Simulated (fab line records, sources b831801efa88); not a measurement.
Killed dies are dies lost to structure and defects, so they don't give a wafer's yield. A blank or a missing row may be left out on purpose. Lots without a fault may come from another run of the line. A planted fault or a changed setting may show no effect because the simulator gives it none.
One fault seen from 2 desks | flow sky130 | each desk has only its own numbers; what lay behind them comes last

THE TOOL OWNER'S DESK: hdpcvd-02
The tool's own readings at SKY_VIA3_HDPCVD_00 (deposits SiO2, target thk 1635 nm, time 272.5 s): means of the sampled wafers that have a number, for each lot that ran on this tool. A lot is out of limits, marked OUT, if its mean lies more than 4 standard deviations from the usual mean; the brackets give that distance.
Columns: A = sih4_flow_sccm at SKY_VIA3_HDPCVD_00, usual 59.99 sccm
lot  | first seen here | A
L254 | day 39 09:23    | 59.88
L255 | day 39 23:55    | 60.04
L257 | day 40 03:32    | 59.96
L260 | day 41 14:49    | 60.01
L263 | day 42 05:50    | 60.07
L264 | day 42 11:38    | 59.94
L267 | day 42 19:05    | 59.91
This desk's finding: nothing out of limits on any of the 7 lots.

THE METROLOGY DESK
What the gauges read, lot by lot, whatever tool the lot ran on: means of the sampled wafers that have a number. A lot is out of limits, marked OUT, if its mean lies more than 4 standard deviations from the usual mean; the brackets give that distance.
Columns: A = VIA3_HDPCVD_THK at SKY_VIA3_THK_MEAS_01, usual 1631 nm
lot  | first seen here | A
L253 | day 38 21:47    | 1652
L254 | day 39 09:38    | 1650
L255 | day 40 00:10    | 1636
L257 | day 40 03:48    | 1628
L260 | day 41 15:00    | 1636
L262 | day 41 21:53    | 1633
L263 | day 42 06:01    | 1616
L266 | day 42 10:31    | 1628
L264 | day 42 11:49    | 2054 (+25) OUT
L267 | day 42 19:15    | 1918 (+17) OUT
L273 | day 44 05:15    | 1628
This desk's finding: out of limits on L264, L267; first on L264, day 42 11:49 (VIA3_HDPCVD_THK at SKY_VIA3_THK_MEAS_01). In limits: L253, L254, L255, L257, L260, L262, L263, L266, L273.

PUT TOGETHER
The metrology desk could have raised an alarm at day 42 11:49, on L264, L267.
The tool owner's desk saw nothing out of limits.
The tool owner's desk has L264, L267 on record, within its limits.
Of the lots named, all ran SKY_VIA3_HDPCVD_00 on hdpcvd-02.

WHAT THE SIMULATOR HAD PUT IN
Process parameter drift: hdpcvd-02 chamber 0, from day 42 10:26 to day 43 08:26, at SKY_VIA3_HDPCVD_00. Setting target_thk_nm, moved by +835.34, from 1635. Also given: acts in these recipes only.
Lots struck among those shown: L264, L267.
Hours from the fault's start to each desk's first reading out of limits: the metrology desk, 1.
